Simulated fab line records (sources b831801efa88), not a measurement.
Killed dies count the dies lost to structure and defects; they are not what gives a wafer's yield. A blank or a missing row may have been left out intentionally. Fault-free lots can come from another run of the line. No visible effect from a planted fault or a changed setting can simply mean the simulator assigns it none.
Problem report, 8D (eight disciplines) form, completed by code | flow gf180mcu | the parts of the form that need people (team, actions taken, sign-off) are left out

## 1. WHAT IS WRONG
At GF_V1_CD_MEAS_14, cdNm averages 243.3 nm over 6 wafers from 2 lots, while fault-free wafers read 259.9 nm, standard deviation 1.5. Measured from the usual mean, that is -11 standard deviations.
The step: target cd 260 nm.
The first sign was on wafer L923.1 at day 25 04:05, on cdSem-02. The record has a number at this step for 36 wafers belonging to 12 lots. The rule behind "out" and "out of limits": a value lying over 4 standard deviations away from the usual mean. All remaining wafers that have a number are taken as sound.

## 2. WHAT THIS IS AND IS NOT
question                    | is                     | is not
which readings at this step | cdNm                   | -
which lots                  | L923, L926             | L905, L906, L907, L909, L911, L916, L918, L924, L927, L928
which wafers of those lots  | all that have a number | -
read on which gauges        | cdSem-02               | cdSem-01
when                        | from day 25 04:05      | up to then (21 sound wafers); but 9 sound wafers of L924, L927, L928 came after

## 3. THE SUSPECTS, EACH WITH WHAT RULES IT OUT
Counting: a tool at a process step up to the reading stays a suspect if it ran every lot that is out and no sound lot after the first of them.
- the gauge at GF_V1_CD_MEAS_14 has been ruled out. All the wafers that are out were read on cdSem-02, but those of them that GF_V1_PEB_12 has rows for are out there too, on other tools.
- lithoTrack-04 at GF_V1_PEB_12 (peb time 90 s): kept. Every lot that is out went through it, starting with L923 (day 25 03:44), and after that it ran no sound lot; the last sound lot it ran before then is L918 (day 23 11:17). Its own heaterPowerTotalW, plateTempC readings are out on those wafers.
Left after counting: lithoTrack-04 at GF_V1_PEB_12.

## 4. THE CAUSE (what the simulator had put in)
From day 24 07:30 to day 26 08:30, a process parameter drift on lithoTrack-04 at GF_V1_PEB_12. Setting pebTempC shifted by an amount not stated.
Counting left only this tool.

## 5. SEQUENCE OF EFFECTS, ordered by route
Each row: a reading whose mean over the struck wafers that have a number lies more than 3 standard deviations from the usual. Scope: only readings with a usual standard deviation given in the record; hours: median across lots of the time from each lot's start at the first step in this table that gives one to its start at this step; sigmas: change in usual standard deviations.
hours | step             | reading           | usual    | on struck wafers | change | sigmas
0     | GF_V1_PEB_12     | heaterPowerTotalW | 85.68 W  | 82.08            | -3.60  | -46
0     | GF_V1_PEB_12     | plateTempC        | 134.98 C | 130.65           | -4.33  | -31
0     | GF_V1_CD_MEAS_14 | cdNm              | 259.9 nm | 243.3            | -16.6  | -11
Process steps it contains:
- GF_V1_PEB_12: peb time 90 s.
Later steps that measure or inspect, where all struck wafers having a row at the step show a number for every such reading and not one has moved that far: GF_V1_RS_MEAS_24, GF_V1_THK_MEAS_25.

## 6. WHAT WOULD HAVE CAUGHT IT SOONER
In this record the first reading out of limits at a measuring or inspecting step was taken at day 25 04:05, 21 hours after the fault began at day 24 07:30.
The tool's own readings at GF_V1_PEB_12 were out on every struck wafer that the step has a row for (heaterPowerTotalW, plateTempC): an alarm limit on them would have fired on the first of those.
Among the 2 lots that are out, L926 began GF_V1_PEB_12 on lithoTrack-04 after day 25 04:05. Putting the tool on hold at that point would have spared it.
